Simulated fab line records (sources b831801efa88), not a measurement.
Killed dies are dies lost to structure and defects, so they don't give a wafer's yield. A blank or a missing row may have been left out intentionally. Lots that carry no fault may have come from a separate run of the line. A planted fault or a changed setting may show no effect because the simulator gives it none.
Matching of chambers    flow sfq_line    cmp-02 running SFQ_TRILAYER_A5B_CMP_CMP_130: 4 sister chambers
The step polishes, stops on Nb, target thk 340.7 nm. 4 wafers are shown with their chamber, then 9 later ones without.

## WAFERS PAIRED WITH THEIR CHAMBERS
wafer   chamber  motor_current_A (A)
L956.4  2        9.4
L957.4  3        9.4
L959.5  1        12.1
L959.6  0        10.0

## WAFERS WITH NO CHAMBER GIVEN
wafer   motor_current_A (A)
L960.3  11.9
L960.4  9.0
L960.5  10.3
L966.1  9.7
L966.3  11.2
L966.4  9.4
L967.1  9.1
L967.3  9.3
L967.4  11.3

## WHICH CHAMBER EACH WENT THROUGH
wafer   from the rows above                in truth
L960.3  1                                  1
L960.4  can't be placed: 2 or 3 or 0       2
L960.5  can't be placed: 0 or 2 or 3       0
L966.1  can't be placed: 2 or 3 or 0       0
L966.3  can't be placed: 1 or 0 or 2 or 3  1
L966.4  can't be placed: 2 or 3 or 0       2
L967.1  can't be placed: 2 or 3 or 0       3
L967.3  can't be placed: 2 or 3 or 0       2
L967.4  can't be placed: 1 or 0            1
1 of 9 placed correctly. These rows do not allow placing 8 (true chamber among the candidates in 8). 0 placed wrongly.
How it was worked out, from the rows above alone: a wafer's distance from a chamber is the root of the sum, over the readings, of the square of ((its reading less the chamber's mean) divided by the reading's scatter). If the next closest chamber is less than 2 further off than the closest, the wafer can't be placed; otherwise it belongs to the closest. Each chamber's mean is taken over the wafers shown for it. The scatter: root of mean squared gap, hidden wafer to nearest shown wafer, with one shown wafer a chamber.
